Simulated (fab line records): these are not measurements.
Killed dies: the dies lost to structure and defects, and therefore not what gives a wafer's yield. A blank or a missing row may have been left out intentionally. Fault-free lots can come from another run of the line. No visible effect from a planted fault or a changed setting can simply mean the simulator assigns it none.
fab line records | flow sky130
[record] lots = 7 | wafers = 21 | lastDay = 50
route steps=708 shown CAPM@554 METAL3@555 PAD_OPEN@708
lots that met no fault: taken from a fault-free run of the same line
startH: the number of hours between the record's first day and the start of the first shown wafer of the lot | waitH: how many hours have passed since the lot's step before this one | " the same as in the row above | L1.1+2: a row that stands for several wafers | - value missing, or start not given | * or withheld: withheld | < > ~ a bound
route shown NAME@n: NAME is a module with steps in the file, n the number in the route of the first one | usual: mean/standard deviation of fault-free wafers | same: alike in all rows | chamber/n: place in a boat | sites: per-site readings | _std_site: the values' standard deviation | _edge_site: inner sites' mean taken away from outer sites' mean | radiusMm: for every site, how far away it sits from the centre of the wafer | mask NAME#n: copy n | behind: the most recent tool/chamber to have shaped the wafer | hold: reason for holding the lot/hours on hold/outcome of the hold | device: transistor that didn't switch, given as n, p or np | end of line: tests of these same wafers at the route's end | for a step that has no rows: nothing shown but its recipe | killed: count of dies lost to structure and defects at first sort (not the wafer's yield) | map: dies across one wafer; x = killed, . = not, _ = none there
set.NAME: setting as actually run; set.NAME@STEP: the setting as run at that earlier step | model.NAME: the simulator's own value behind a step, which no gauge read
certain route steps with their lots: each step a table, each wafer a row
services: the hour from which a tool's chamber was out of use, counted from the record's first day as startH (under 0 if before that day), plus the number of hours and why
[[steps]]
[step SKY_CAPM_CLEAN_17]
[recipe] chemistry = O3/DIW | dry = n2Spin
[step SKY_METAL3_DEHYDRATE_05]
[recipe] tempC = 200 | timeS = 60
[step SKY_METAL3_HMDS_06]
[recipe] primeTimeS = 60 | primeTempC = 120
[step SKY_METAL3_COAT_07]
[recipe] resist = BARC | tempC = withheld | timeS = withheld | spinRpm = 3000 | resistThkNm = 60
[step SKY_METAL3_COAT_08]
[recipe] resist = KrF-thick | spinRpm = 3000 | resistThkNm = 1140
[step SKY_METAL3_SOFTBAKE_09]
[recipe] tempC = 100 | timeS = 90 | resist = KrF-thick
[step SKY_METAL3_EXPOSE_10]
[recipe] maskId = MM3 | na = 0.68 | sourceShape = annular | sigmaInner = 0.4 | sigmaOuter = 0.8 | targetCdNm = 300 | doseMj = 28
[step SKY_METAL3_PEB_11]
[recipe] pebTempC = withheld | pebTimeS = withheld | resist = KrF-thick
[step SKY_METAL3_DEVELOP_12]
[recipe] developTimeS = 60 | resist = KrF-thick | devTempC = 21
[step SKY_METAL3_CD_MEAS_13]
[recipe] targetCdNm = 300
[usual] cdNm = 299.6/1.5
lot.wafer | tool     | chamber | startH  | waitH | cdNm
L830.1    | cdSem-02 | -       | 897.47  | -     | 301.4
L830.3    | "        | -       | "       | "     | 299.7
L830.5    | "        | -       | "       | "     | 300.8
L836.1    | cdSem-01 | -       | 951.15  | -     | 298.6
L836.3    | "        | -       | "       | "     | 297.1
L836.4    | "        | -       | "       | "     | 298.4
L841.3    | cdSem-01 | -       | 985.34  | -     | 298.1
L841.5    | "        | -       | "       | "     | 299.0
L841.6    | "        | -       | "       | "     | 296.7
L843.2    | cdSem-02 | -       | 995.33  | -     | 297.6
L843.4    | "        | -       | "       | "     | 297.6
L843.6    | "        | -       | "       | "     | 299.0
L844.1    | cdSem-01 | -       | 1002.90 | -     | 298.0
L844.4    | "        | -       | "       | "     | 298.5
L844.5    | "        | -       | "       | "     | 298.9
L845.1    | cdSem-02 | -       | 1006.10 | -     | 299.2
L845.2    | "        | -       | "       | "     | 298.8
L845.3    | "        | -       | "       | "     | 297.2
L851.1    | cdSem-02 | -       | 1057.02 | -     | 300.3
L851.3    | "        | -       | "       | "     | 300.5
L851.4    | "        | -       | "       | "     | 300.0
[step SKY_METAL3_OVL_MEAS_14]
[usual] METAL3_OVL = -4/5.4
lot.wafer | tool       | chamber | startH  | waitH | METAL3_OVL[nm]
L830.1    | overlay-02 | -       | 897.59  | 0.1   | -2
L830.3    | "          | -       | "       | "     | 2
L830.5    | "          | -       | "       | "     | -6
L836.1    | overlay-02 | -       | 951.27  | 0.1   | 2
L836.3    | "          | -       | "       | "     | 7
L836.4    | "          | -       | "       | "     | 5
L841.3    | overlay-02 | -       | 985.43  | 0.1   | -5
L841.5    | "          | -       | "       | "     | -5
L841.6    | "          | -       | "       | "     | -6
L843.2    | overlay-02 | -       | 995.44  | 0.1   | 2
L843.4    | "          | -       | "       | "     | 3
L843.6    | "          | -       | "       | "     | 1
L844.1    | overlay-01 | -       | 1003.02 | 0.1   | 2
L844.4    | "          | -       | "       | "     | -1
L844.5    | "          | -       | "       | "     | 3
L845.1    | overlay-01 | -       | 1006.22 | 0.1   | 2
L845.2    | "          | -       | "       | "     | 4
L845.3    | "          | -       | "       | "     | 2
L851.1    | overlay-02 | -       | 1057.14 | 0.1   | -7
L851.3    | "          | -       | "       | "     | -10
L851.4    | "          | -       | "       | "     | -5
[step SKY_METAL3_DESCUM_15]
[recipe] chemistry = O2 | sourcePowerW = 150 | biasPowerW = 0 | pressureMtorr = 10 | tempC = 40 | timeS = 8
[usual] drypumpMotorCurrentA = 5.7/0.53 | heBacksideLeakSccm = 3.35/0.12 | oesProductAu = 0.992/0.0088
lot.wafer | tool        | chamber | startH  | waitH | drypumpMotorCurrentA | heBacksideLeakSccm | oesProductAu | rfHoursCounterH
L830.1    | rieMetal-02 | 0       | 897.63  | 0.0   | 5.6                  | 3.16               | 0.983        | 14
L830.3    | "           | 1       | "       | "     | 5.2                  | 3.28               | 1.005        | -
L830.5    | "           | 1       | "       | "     | 5.2                  | 3.42               | 0.998        | -
L836.1    | rieMetal-04 | 0       | 951.30  | 0.0   | 5.0                  | 3.34               | 0.991        | 3
L836.3    | "           | 0       | "       | "     | 5.0                  | 3.43               | 0.995        | -
L836.4    | "           | 1       | "       | "     | 6.0                  | 3.27               | 0.987        | -
L841.3    | rieMetal-04 | 0       | 985.47  | 0.0   | 5.0                  | 3.39               | 0.990        | -
L841.5    | "           | 1       | "       | "     | 6.1                  | 3.31               | 0.975        | -
L841.6    | "           | 0       | "       | "     | 5.0                  | 3.43               | 0.983        | -
L843.2    | rieMetal-01 | 0       | 995.47  | 0.0   | 6.4                  | 3.36               | 0.998        | 8
L843.4    | "           | 1       | "       | "     | 6.5                  | 3.22               | 0.995        | -
L843.6    | "           | 0       | "       | "     | 6.4                  | 3.18               | 1.005        | -
L844.1    | rieMetal-04 | 0       | 1003.06 | 0.0   | 5.0                  | 3.39               | 0.987        | 7
L844.4    | "           | 0       | "       | "     | 5.0                  | 3.29               | 0.992        | -
L844.5    | "           | 1       | "       | "     | 6.1                  | 3.27               | 0.988        | -
L845.1    | rieMetal-04 | 1       | 1006.26 | 0.0   | 6.0                  | 3.33               | 0.986        | 18
L845.2    | "           | 0       | "       | "     | 5.0                  | 3.40               | 0.984        | 7
L845.3    | "           | 1       | "       | "     | 6.1                  | 3.33               | 0.979        | -
L851.1    | rieMetal-02 | 0       | 1057.18 | 0.0   | 5.6                  | 3.14               | 0.981        | 22
L851.3    | "           | 0       | "       | "     | 5.6                  | 3.16               | 0.974        | -
L851.4    | "           | 1       | "       | "     | 5.2                  | 3.23               | 1.003        | -
[step SKY_METAL3_ETCH_16]
[recipe] chemistry = N2/H2 | target = BARC | ionEnergyEv = 200 | biasW = 100 | pressureMtorr = 30 | n2FlowSccm = 100 | h2FlowSccm = 200 | icpW = 500 | stopOn = SiO2 | timeS = 88.2 | targetDepthA = 600
[usual] drypumpMotorCurrentA = 5.7/0.53 | heBacksideLeakSccm = 3.37/0.26 | oesProductAu = 0.625/0.0049 | rfFwdPowerW = 497.3/1.7 | throttleValvePct = 13.206/0.0087
lot.wafer | tool        | chamber | startH  | waitH | drypumpMotorCurrentA | heBacksideLeakSccm | oesProductAu | rfFwdPowerW | rfHoursCounterH | throttleValvePct | model.KrF-thick_of_METAL3_COAT_08.thkNm | model.SiO2_of_CAPM_CVD_00.thkNm
L830.1    | rieMetal-02 | 0       | 897.66  | 0.0   | 5.6                  | 3.30               | 0.620        | 497.3       | 14              | 13.212           | 1075                                    | 15.27
L830.3    | "           | 1       | "       | "     | 5.2                  | 3.51               | 0.627        | 498.7       | -               | 13.211           | 1072                                    | 15.3
L830.5    | "           | 1       | "       | "     | 5.2                  | 3.50               | 0.619        | 497.0       | -               | 13.203           | 1075                                    | 15.94
L836.1    | rieMetal-04 | 0       | 951.34  | 0.0   | 5.0                  | 3.46               | 0.633        | 498.1       | 3               | 13.187           | 1076                                    | 15.64
L836.3    | "           | 0       | "       | "     | 5.0                  | 3.46               | 0.624        | 499.6       | -               | 13.208           | 1072                                    | 15.76
L836.4    | "           | 1       | "       | "     | 6.1                  | 3.31               | 0.630        | 495.3       | -               | 13.202           | 1073                                    | 15.48
L841.3    | rieMetal-04 | 0       | 985.52  | 0.0   | 5.0                  | 3.46               | 0.623        | 577.9       | -               | 13.196           | 1068                                    | 14.99
L841.5    | "           | 1       | "       | "     | 6.1                  | 3.35               | 0.616        | 577.2       | -               | 13.207           | 1067                                    | 15.12
L841.6    | "           | 0       | "       | "     | 5.0                  | 3.42               | 0.624        | 576.6       | -               | 13.211           | 1067                                    | 15.04
L843.2    | rieMetal-01 | 0       | 995.50  | 0.0   | 6.3                  | 3.22               | 0.624        | 497.3       | 8               | 13.191           | 1073                                    | 15.42
L843.4    | "           | 1       | "       | "     | 6.5                  | 3.25               | 0.631        | 498.4       | -               | 13.208           | 1071                                    | 15.65
L843.6    | "           | 0       | "       | "     | 6.3                  | 3.29               | 0.620        | 498.5       | -               | 13.206           | 1075                                    | 15.51
L844.1    | rieMetal-04 | 0       | 1003.09 | 0.0   | 5.0                  | 3.50               | 0.619        | 576.8       | 7               | 13.206           | 1076                                    | 14.73
L844.4    | "           | 0       | "       | "     | 5.0                  | 3.53               | 0.622        | 580.6       | -               | 13.217           | 1078                                    | 15.1
L844.5    | "           | 1       | "       | "     | 6.0                  | 3.22               | 0.628        | 576.1       | -               | 13.213           | 1078                                    | 15.18
L845.1    | rieMetal-04 | 1       | 1006.29 | 0.0   | 6.1                  | 3.30               | 0.621        | 573.3       | 18              | 13.193           | 1062                                    | 14.74
L845.2    | "           | 0       | "       | "     | 5.0                  | 3.34               | 0.628        | 577.4       | 7               | 13.201           | 1063                                    | 14.87
L845.3    | "           | 1       | "       | "     | 6.1                  | 3.22               | 0.623        | 575.2       | -               | 13.212           | 1062                                    | 15.12
L851.1    | rieMetal-02 | 0       | 1057.21 | 0.0   | 5.6                  | 3.12               | 0.638        | 499.5       | 22              | 13.200           | 1076                                    | 15.26
L851.3    | "           | 0       | "       | "     | 5.6                  | 3.18               | 0.632        | 498.5       | -               | 13.202           | 1075                                    | 15.46
L851.4    | "           | 1       | "       | "     | 5.2                  | 3.40               | 0.621        | 497.1       | -               | 13.206           | 1076                                    | 15.58
[step SKY_METAL3_ETCH_17]
[recipe] target = SiO2 | stopOn = TiN | chemistry = C4F8/O2/Ar | sourceW = 1500 | biasW = 1200 | pressureMtorr = 40 | c4f8FlowSccm = withheld | O2_flow_sccm = 6 | Ar_flow_sccm = 300 | timeS = 3.9 | targetDepthA = 150
[usual] oesProductAu = 0.754/0.0066 | rfFwdPowerW = 1468/7
lot.wafer | tool       | chamber | startH  | waitH | oesProductAu | rfFwdPowerW | rfHoursCounterH | model.etch.depthNm
L830.1    | rieDiel-02 | 0       | 897.76  | 0.1   | 0.752        | 1464        | 25              | 15.27
L830.3    | "          | 2       | "       | "     | 0.749        | 1463        | 16              | 15.3
L830.5    | "          | 1       | "       | "     | 0.765        | 1472        | -               | 15.94
L836.1    | rieDiel-02 | 2       | 951.43  | 0.1   | 0.761        | 1462        | 18              | 15.64
L836.3    | "          | 0       | "       | "     | 0.757        | 1460        | 27              | 15.76
L836.4    | "          | 1       | "       | "     | 0.749        | 1459        | 19              | 15.48
L841.3    | rieDiel-01 | 2       | 985.59  | 0.0   | 0.748        | 1459        | 15              | 14.99
L841.5    | "          | 1       | "       | "     | 0.752        | 1479        | -               | 15.12
L841.6    | "          | 2       | "       | "     | 0.742        | 1462        | -               | 15.04
L843.2    | rieDiel-02 | 3       | 995.60  | 0.1   | 0.755        | 1479        | 26              | 15.42
L843.4    | "          | 1       | "       | "     | 0.759        | 1462        | -               | 15.65
L843.6    | "          | 3       | "       | "     | 0.756        | 1479        | -               | 15.51
L844.1    | rieDiel-03 | 1       | 1003.19 | 0.1   | 0.743        | 1475        | 11              | 14.73
L844.4    | "          | 3       | "       | "     | 0.734        | 1471        | 18              | 15.1
L844.5    | "          | 2       | "       | "     | 0.745        | 1472        | -               | 15.18
L845.1    | rieDiel-02 | 0       | 1006.39 | 0.1   | 0.737        | 1462        | 29              | 14.74
L845.2    | "          | 1       | "       | "     | 0.741        | 1465        | 21              | 14.87
L845.3    | "          | 3       | "       | "     | 0.748        | 1474        | 27              | 15.12
L851.1    | rieDiel-03 | 1       | 1057.31 | 0.1   | 0.744        | 1475        | 14              | 15.26
L851.3    | "          | 3       | "       | "     | 0.758        | 1467        | 20              | 15.46
L851.4    | "          | 2       | "       | "     | 0.759        | 1469        | 11              | 15.58
[step SKY_METAL3_METAL_ETCH_18]
[recipe] targetDepthA = 8450 | stopOn = SiO2 | overEtchFrac = 0.3 | timeS = 183.1 | chemistry = Cl2/BCl3 | resistSidewallDeg = 88 | pressureMtorr = 10 | icpW = 900 | biasW = 48.5 | Cl2_flow_sccm = 60 | bcl3FlowSccm = 30
[usual] drypumpMotorCurrentA = 5.9/0.55 | heBacksideLeakSccm = 3.4/0.36 | oesProductAu = 0.866/0.0067 | rfFwdPowerW = 897.6/3 | throttleValvePct = 22.266/0.0091
[same] overEtchFrac = 0.3
lot.wafer | tool        | chamber | startH  | waitH | drypumpMotorCurrentA | heBacksideLeakSccm | oesProductAu | rfFwdPowerW | rfHoursCounterH | throttleValvePct
L830.1    | rieMetal-04 | 0       | 897.78  | 0.0   | 5.0                  | 3.4                | 0.864        | 896.6       | 1               | 22.265
L830.3    | "           | 0       | "       | "     | 5.0                  | 3.5                | 0.862        | 898.3       | -               | 22.255
L830.5    | "           | 1       | "       | "     | 6.1                  | 3.3                | 0.869        | 894.5       | -               | 22.267
L836.1    | rieMetal-01 | 0       | 951.45  | 0.0   | 6.3                  | 3.4                | 0.863        | 895.4       | 5               | 22.258
L836.3    | "           | 0       | "       | "     | 6.4                  | 3.4                | 0.865        | 896.2       | -               | 22.247
L836.4    | "           | 1       | "       | "     | 6.5                  | 3.3                | 0.861        | 903.4       | -               | 22.271
L841.3    | rieMetal-01 | 0       | 985.66  | 0.1   | 6.3                  | 3.4                | 0.864        | 895.4       | -               | 22.268
L841.5    | "           | 1       | "       | "     | 6.5                  | 3.4                | 0.870        | 897.0       | -               | 22.270
L841.6    | "           | 0       | "       | "     | 6.3                  | 3.1                | 0.874        | 895.4       | -               | 22.268
L843.2    | rieMetal-04 | 0       | 995.62  | 0.0   | 5.0                  | 3.5                | 0.872        | 895.1       | 6               | 22.262
L843.4    | "           | 0       | "       | "     | 5.0                  | 3.6                | 0.866        | 892.0       | -               | 22.278
L843.6    | "           | 0       | "       | "     | 5.0                  | 3.5                | 0.858        | 893.7       | -               | 22.269
L844.1    | rieMetal-01 | 1       | 1003.20 | 0.0   | 6.5                  | 4.0                | 0.859        | 896.9       | 15              | 22.278
L844.4    | "           | 0       | "       | "     | 6.3                  | 3.1                | 0.873        | 893.1       | -               | 22.267
L844.5    | "           | 0       | "       | "     | 6.3                  | 3.3                | 0.859        | 893.8       | -               | 22.266
L845.1    | rieMetal-01 | 0       | 1006.40 | 0.0   | 6.4                  | 3.3                | 0.863        | 896.0       | 9               | 22.270
L845.2    | "           | 1       | "       | "     | 6.5                  | 3.3                | 0.847        | 903.7       | 15              | 22.262
L845.3    | "           | 0       | "       | "     | 6.4                  | 3.2                | 0.856        | 900.0       | -               | 22.269
L851.1    | rieMetal-01 | 1       | 1057.33 | 0.0   | 6.5                  | 3.3                | 0.873        | 899.0       | 18              | 22.262
L851.3    | "           | 0       | "       | "     | 6.3                  | 3.5                | 0.865        | 900.7       | -               | 22.257
L851.4    | "           | 1       | "       | "     | 6.5                  | 3.3                | 0.871        | 899.3       | -               | 22.272
[step SKY_PAD_OPEN_PROBE_99]
[usual] defectLimitedYield = 82.3/1.9 | killed_at_M0_to_M3 = 44/6.9 | killed_at_M4_up = 3.0/1.5 | killedAtContacts = 24/5.2 | killedAtFrontEnd = 15/4.1 | killedAtOther = 0.4/0.62 | killedDies = 87/9.6 | killedOpen = 47/7 | killedShort = 40/6.2 | sort_bin_3_pad_short = 0.9/0.43 | sort_bin_5_function = 10.5/1.4 | sort_bin_6_memory = 6.4/1.2 | sortNPass = 405/9.6 | sortYieldPct = 82.3/1.9
[same] grossDies = 492 | killedAtBackSide = 0 | sort_bin_4_leakage[%] = 0 | sort_bin_8_speed[%] = 0
lot.wafer | tool      | chamber | startH  | waitH | defectLimitedYield[%] | killed_at_M0_to_M3 | killed_at_M4_up | killedAtContacts | killedAtFrontEnd | killedAtOther | killedDies | killedOpen | killedShort | sort_bin_3_pad_short[%] | sort_bin_5_function[%] | sort_bin_6_memory[%] | sortNPass | sortYieldPct[%]
L830.1    | prober-02 | -       | 1069.62 | 0.1   | 78.3                  | 56                 | 3               | 26               | 21               | 1             | 107        | 57         | 49          | 1.8                     | 11.0                   | 8.9                  | 385       | 78.3
L830.3    | prober-02 | -       | 1069.72 | 0.2   | 82.7                  | 50                 | 1               | 19               | 14               | 1             | 85         | 51         | 33          | 0.4                     | 10.6                   | 6.3                  | 407       | 82.7
L830.5    | prober-02 | -       | 1069.82 | 0.2   | 80.3                  | 47                 | 4               | 21               | 25               | 0             | 97         | 50         | 45          | 1.2                     | 10.6                   | 7.9                  | 395       | 80.3
L836.1    | prober-02 | -       | 1115.96 | 0.1   | 84.6                  | 39                 | 3               | 21               | 13               | 0             | 76         | 35         | 41          | 1.0                     | 10.8                   | 3.7                  | 416       | 84.6
L836.3    | prober-02 | -       | 1116.06 | 0.2   | 82.7                  | 53                 | 2               | 19               | 11               | 0             | 85         | 51         | 34          | 1.0                     | 8.7                    | 7.5                  | 407       | 82.7
L836.4    | prober-02 | -       | 1116.11 | 0.2   | 85.4                  | 36                 | 1               | 24               | 11               | 0             | 72         | 29         | 43          | 0.6                     | 9.1                    | 4.9                  | 420       | 85.4
L841.3    | prober-01 | -       | 1143.80 | 0.2   | 80.9                  | 50                 | 2               | 24               | 18               | 0             | 94         | 51         | 43          | 1.4                     | 12.0                   | 5.7                  | 398       | 80.9
L841.5    | prober-01 | -       | 1143.90 | 0.2   | 87.2                  | 33                 | 0               | 20               | 9                | 1             | 63         | 32         | 31          | 1.0                     | 7.3                    | 4.5                  | 429       | 87.2
L841.6    | prober-01 | -       | 1143.95 | 0.2   | 83.9                  | 40                 | 3               | 25               | 11               | 0             | 79         | 45         | 34          | 0.6                     | 10.6                   | 4.9                  | 413       | 83.9
L843.2    | prober-01 | -       | 1151.61 | 0.1   | 82.1                  | 41                 | 2               | 25               | 20               | 0             | 88         | 45         | 41          | 0.6                     | 11.8                   | 5.5                  | 404       | 82.1
L843.4    | prober-01 | -       | 1151.71 | 0.2   | 83.1                  | 51                 | 3               | 12               | 17               | 0             | 83         | 45         | 38          | 0.4                     | 7.5                    | 8.9                  | 409       | 83.1
L843.6    | prober-01 | -       | 1151.81 | 0.2   | 79.3                  | 60                 | 2               | 26               | 14               | 0             | 102        | 50         | 51          | 1.4                     | 12.8                   | 6.5                  | 390       | 79.3
L844.1    | prober-02 | -       | 1155.47 | 0.1   | 80.9                  | 41                 | 7               | 26               | 19               | 1             | 94         | 42         | 52          | 2.6                     | 8.9                    | 7.5                  | 398       | 80.9
L844.4    | prober-02 | -       | 1155.62 | 0.2   | 78.9                  | 57                 | 3               | 25               | 18               | 1             | 104        | 51         | 53          | 0.6                     | 12.0                   | 8.5                  | 388       | 78.9
L844.5    | prober-02 | -       | 1155.67 | 0.2   | 83.1                  | 44                 | 4               | 25               | 10               | 0             | 83         | 37         | 46          | 0.8                     | 10.4                   | 5.7                  | 409       | 83.1
L845.1    | prober-01 | -       | 1160.12 | 0.1   | 79.5                  | 52                 | 3               | 34               | 12               | 0             | 101        | 64         | 37          | 1.4                     | 12.8                   | 6.3                  | 391       | 79.5
L845.2    | prober-01 | -       | 1160.17 | 0.1   | 81.3                  | 47                 | 0               | 20               | 25               | 0             | 92         | 51         | 41          | 0.6                     | 11.4                   | 6.7                  | 400       | 81.3
L845.3    | prober-01 | -       | 1160.22 | 0.2   | 80.9                  | 46                 | 5               | 27               | 16               | 0             | 94         | 56         | 38          | 0.8                     | 12.4                   | 5.9                  | 398       | 80.9
// killed by level:class
L830.1 VIA1:geometricParticle:open=13 VIA2:geometricParticle:open=11 LOCAL_INTERCONNECT:geometricParticle:short=9 CONTACT:geometricParticle:open=9 METAL2:geometricParticle:short=8 METAL3:geometricParticle:short=5 FIELD_ISO:geometricParticle:open=4 POLY_GATE:geometricParticle:short=4
L830.3 VIA1:geometricParticle:open=11 VIA2:geometricParticle:open=11 METAL1:geometricParticle:short=7 CONTACT:geometricParticle:open=6 VIA3:geometricParticle:open=6 LI_CONTACT:geometricParticle:open=5 LOCAL_INTERCONNECT:geometricParticle:short=5 VIA3:geometricParticle:short=5
L830.5 VIA1:geometricParticle:open=11 VIA3:geometricParticle:open=7 FIELD_ISO:geometricParticle:short=6 LI_CONTACT:geometricParticle:open=6 CONTACT:geometricParticle:short=6 METAL1:geometricParticle:short=6 VIA2:geometricParticle:open=6 CONTACT:geometricParticle:open=5
L836.1 METAL1:geometricParticle:short=7 METAL2:geometricParticle:short=6 CONTACT:geometricParticle:open=5 CONTACT:geometricParticle:short=5 VIA3:geometricParticle:open=5 LI_CONTACT:geometricParticle:short=4 VIA2:geometricParticle:short=4 VIA1:geometricParticle:open=4
L836.3 VIA1:geometricParticle:open=10 CONTACT:geometricParticle:open=8 VIA3:geometricParticle:open=8 VIA2:geometricParticle:open=7 POLY_GATE:geometricParticle:open=5 METAL1:geometricParticle:short=5 VIA1:geometricParticle:short=5 METAL3:geometricParticle:short=4
L836.4 METAL1:geometricParticle:short=7 VIA1:geometricParticle:open=7 LI_CONTACT:geometricParticle:open=6 LI_CONTACT:geometricParticle:short=6 VIA2:geometricParticle:short=6 VIA1:geometricParticle:short=5 CONTACT:geometricParticle:open=5 CONTACT:geometricParticle:short=4
L841.3 VIA3:geometricParticle:open=12 CONTACT:geometricParticle:open=10 METAL1:geometricParticle:short=8 VIA1:geometricParticle:open=7 FIELD_ISO:geometricParticle:short=6 LI_CONTACT:geometricParticle:open=6 VIA2:geometricParticle:open=5 VIA1:geometricParticle:short=4
L841.5 CONTACT:geometricParticle:open=8 VIA1:geometricParticle:open=7 METAL2:geometricParticle:short=6 VIA2:geometricParticle:open=6 LI_CONTACT:geometricParticle:open=4 CONTACT:geometricParticle:short=4 METAL1:geometricParticle:short=4 FIELD_ISO:geometricParticle:open=3
L841.6 LI_CONTACT:geometricParticle:open=12 VIA1:geometricParticle:open=12 CONTACT:geometricParticle:short=6 VIA1:geometricParticle:short=6 VIA2:geometricParticle:open=6 METAL2:geometricParticle:short=5 VIA3:geometricParticle:open=5 FIELD_ISO:geometricParticle:short=3
L843.2 FIELD_ISO:geometricParticle:open=8 LOCAL_INTERCONNECT:geometricParticle:short=7 METAL1:geometricParticle:short=6 VIA1:geometricParticle:open=6 VIA3:geometricParticle:open=6 LI_CONTACT:geometricParticle:open=5 CONTACT:geometricParticle:open=5 VIA2:geometricParticle:short=5
L843.4 VIA1:geometricParticle:open=13 VIA2:geometricParticle:short=9 VIA2:geometricParticle:open=7 FIELD_ISO:geometricParticle:open=6 CONTACT:geometricParticle:open=4 METAL1:geometricParticle:short=4 METAL2:geometricParticle:short=4 VIA3:geometricParticle:open=4
L843.6 VIA1:geometricParticle:open=13 VIA2:geometricParticle:open=9 LI_CONTACT:geometricParticle:open=7 LOCAL_INTERCONNECT:geometricParticle:short=7 VIA1:geometricParticle:short=6 CONTACT:geometricParticle:short=6 METAL1:geometricParticle:short=6 METAL3:geometricParticle:short=6
L844.1 CONTACT:geometricParticle:open=10 CONTACT:geometricParticle:short=9 VIA2:geometricParticle:short=7 METAL4:geometricParticle:short=7 METAL2:geometricParticle:short=6 VIA2:geometricParticle:open=6 LI_CONTACT:geometricParticle:open=5 VIA3:geometricParticle:short=5
L844.4 CONTACT:geometricParticle:open=8 VIA2:geometricParticle:open=8 VIA2:geometricParticle:short=8 LI_CONTACT:geometricParticle:open=7 VIA1:geometricParticle:open=7 FIELD_ISO:geometricParticle:short=6 METAL1:geometricParticle:short=6 CONTACT:geometricParticle:short=5
L844.5 METAL1:geometricParticle:short=12 CONTACT:geometricParticle:open=11 METAL2:geometricParticle:short=6 VIA2:geometricParticle:open=5 LI_CONTACT:geometricParticle:open=4 CONTACT:geometricParticle:short=4 VIA1:geometricParticle:short=4 VIA1:geometricParticle:open=4
L845.1 CONTACT:geometricParticle:open=16 VIA1:geometricParticle:open=16 VIA2:geometricParticle:open=8 FIELD_ISO:geometricParticle:open=7 LI_CONTACT:geometricParticle:open=7 VIA3:geometricParticle:short=7 METAL1:geometricParticle:short=5 LOCAL_INTERCONNECT:geometricParticle:short=4
L845.2 VIA3:geometricParticle:open=9 VIA1:geometricParticle:open=8 CONTACT:geometricParticle:open=7 METAL2:geometricParticle:short=7 FIELD_ISO:geometricParticle:short=6 FIELD_ISO:geometricParticle:open=6 POLY_GATE:geometricParticle:short=6 POLY_GATE:geometricParticle:open=5
L845.3 VIA3:geometricParticle:open=12 CONTACT:geometricParticle:open=10 VIA1:geometricParticle:open=10 CONTACT:geometricParticle:short=7 METAL1:geometricParticle:short=7 FIELD_ISO:geometricParticle:open=6 LI_CONTACT:geometricParticle:open=5 FIELD_ISO:geometricParticle:short=4
[[services]]
tool        | chamber | startH  | hours | kind
rieDiel-02  | 2       | 883.21  | 9.7   | repair
rieMetal-04 | 0       | 887.31  | 3.6   | repair
rieDiel-03  | 1       | 906.54  | 17.6  | repair
rieMetal-02 | -       | 920.07  | 4.3   | pm
rieDiel-01  | 1       | 922.30  | 16.1  | repair
rieDiel-01  | -       | 931.00  | 1.1   | repair
rieMetal-01 | -       | 959.68  | 2.8   | pm
rieMetal-02 | -       | 986.70  | 15.6  | pm
rieDiel-02  | 2       | 988.02  | 15.7  | repair
rieMetal-02 | -       | 1002.30 | 1.4   | pm
rieDiel-03  | 0       | 1008.05 | 2.7   | repair
rieMetal-01 | -       | 1011.82 | 1.4   | pm
rieDiel-03  | 0       | 1031.95 | 13.6  | repair
rieDiel-02  | 2       | 1037.12 | 14.6  | repair
rieDiel-02  | -       | 1049.09 | 0.3   | repair
rieDiel-02  | 0       | 1051.67 | -     | clean
rieDiel-02  | 0       | 1051.67 | 19.8  | scheduledDown
rieDiel-02  | 0       | 1051.67 | 19.8  | ventCycle
rieDiel-03  | 1       | 1053.88 | 2.4   | repair
rieMetal-04 | -       | 1056.90 | 14.6  | pm
[[key]]
[firstSign] step = SKY_METAL3_ETCH_16 | reading = rfFwdPowerW | direction = up | sigmas = 47 | usual = 497.3 | struck = 576.8
effect none on later readings
[modelEffect] step = SKY_METAL3_ETCH_16 | value = KrF-thick_of_METAL3_COAT_08.thkNm | without = 1076 | struck = 1069
[modelEffect] step = SKY_METAL3_ETCH_17 | value = etch.depthNm | without = 15.48 | struck = 14.99
metAt SKY_METAL3_ETCH_16
struckWafers L841.3,L841.5,L841.6,L844.1,L844.4,L844.5,L845.1,L845.2,L845.3
onsetBetween 951.34 985.52
[fault] kind = processParameterDrift | tool = rieMetal-04 | chamber = - | onsetH = 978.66 | steps = SKY_METAL3_ETCH_16 | channel = icpW | offset = 80 | shape = step | endH = 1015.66 | actsIn = theseRecipesOnly | stated = 500
